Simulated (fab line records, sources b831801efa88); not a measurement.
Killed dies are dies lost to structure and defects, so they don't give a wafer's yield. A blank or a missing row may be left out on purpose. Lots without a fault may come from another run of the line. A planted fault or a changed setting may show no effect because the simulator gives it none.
One fault seen from 2 desks | flow sky130 | each desk has only its own numbers; what lay behind them comes last

THE TOOL OWNER'S DESK: implanter-04
The tool's own readings at SKY_VT_ADJUST_NCORE_IMPLANT_09: means of the sampled wafers that have a number, for each lot that ran on this tool. A lot is out of limits, marked OUT, if its mean lies more than 4 standard deviations from the usual mean; the brackets give that distance.
Columns: A = beam_on_s at SKY_VT_ADJUST_NCORE_IMPLANT_09, usual 10.02 s; B = dose_ions_cm2 at SKY_VT_ADJUST_NCORE_IMPLANT_09, usual 2.4003e+12; C = end_station_pressure_torr at SKY_VT_ADJUST_NCORE_IMPLANT_09, usual 5.02e-06 Torr; D = faraday_current_uA at SKY_VT_ADJUST_NCORE_IMPLANT_09, usual 13.51
lot  | first seen here | A                | B          | C                          | D
L821 | day 8 04:04     | 10.07            | 2.4000e+12 | 4.88e-06                   | 13.41
L824 | day 9 19:10     | 9.82             | 2.4005e+12 | 4.88e-06                   | 13.81
L836 | day 13 01:26    | 11.65 (+8.2) OUT | 2.3991e+12 | 8.43e-05 (+99 or more) OUT | 11.58 (-7.4) OUT
L837 | day 13 04:08    | 11.88 (+9.3) OUT | 2.4012e+12 | 9.21e-05 (+99 or more) OUT | 11.35 (-8.3) OUT
L838 | day 13 14:13    | 11.77 (+8.8) OUT | 2.4026e+12 | 9.13e-05 (+99 or more) OUT | 11.47 (-7.8) OUT
This desk's finding: out of limits on L836, L837, L838; first on L836, day 13 01:26 (beam_on_s at SKY_VT_ADJUST_NCORE_IMPLANT_09). In limits: L821, L824.

THE METROLOGY DESK
What the gauges read, lot by lot, whatever tool the lot ran on: means of the sampled wafers that have a number. A lot is out of limits, marked OUT, if its mean lies more than 4 standard deviations from the usual mean; the brackets give that distance.
Columns: A = NWELL_TW at SKY_NWELL_TW_MEAS_15, usual 1850; B = VT_ADJUST_NCORE_TW at SKY_VT_ADJUST_NCORE_TW_MEAS_11, usual 219.6
lot  | first seen here | A    | B
L821 | day 4 07:52     | 1822 | 219.1
L823 | day 5 12:26     | 1862 | 218.1
L825 | day 5 15:41     | 1867 | 221.1
L824 | day 5 16:00     | 1860 | 219.4
L826 | day 6 02:52     | 1872 | 219.4
L829 | day 6 20:15     | 1875 | 220.1
L830 | day 6 20:35     | 1809 | 220.2
L836 | day 8 06:56     | 1869 | 229.6 (+9.1) OUT
L837 | day 8 09:28     | 1830 | 230.4 (+9.8) OUT
L838 | day 8 17:12     | 1870 | 231.3 (+11) OUT
L844 | day 10 11:32    | 1877 | 219.5
This desk's finding: out of limits on L836, L837, L838; first on L836, day 13 01:41 (VT_ADJUST_NCORE_TW at SKY_VT_ADJUST_NCORE_TW_MEAS_11). In limits: L821, L823, L825, L824, L826, L829, L830, L844.

PUT TOGETHER
The tool owner's desk could have raised an alarm at day 13 01:26, on L836, L837, L838.
The metrology desk could have raised an alarm at day 13 01:41, on L836, L837, L838.
Of the lots named, all ran SKY_VT_ADJUST_NCORE_IMPLANT_09 on implanter-04.

WHAT THE SIMULATOR HAD PUT IN
Process parameter drift: implanter-04, from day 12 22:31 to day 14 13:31, at SKY_VT_ADJUST_NCORE_IMPLANT_09. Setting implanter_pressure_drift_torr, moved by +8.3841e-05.
Process parameter drift: implanter-04, from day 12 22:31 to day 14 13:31, at SKY_VT_ADJUST_NCORE_IMPLANT_09. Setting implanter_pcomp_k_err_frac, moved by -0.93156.
Lots struck among those shown: L836, L837, L838.
Hours from the fault's start to each desk's first reading out of limits: the tool owner's desk, 3; the metrology desk, 3.
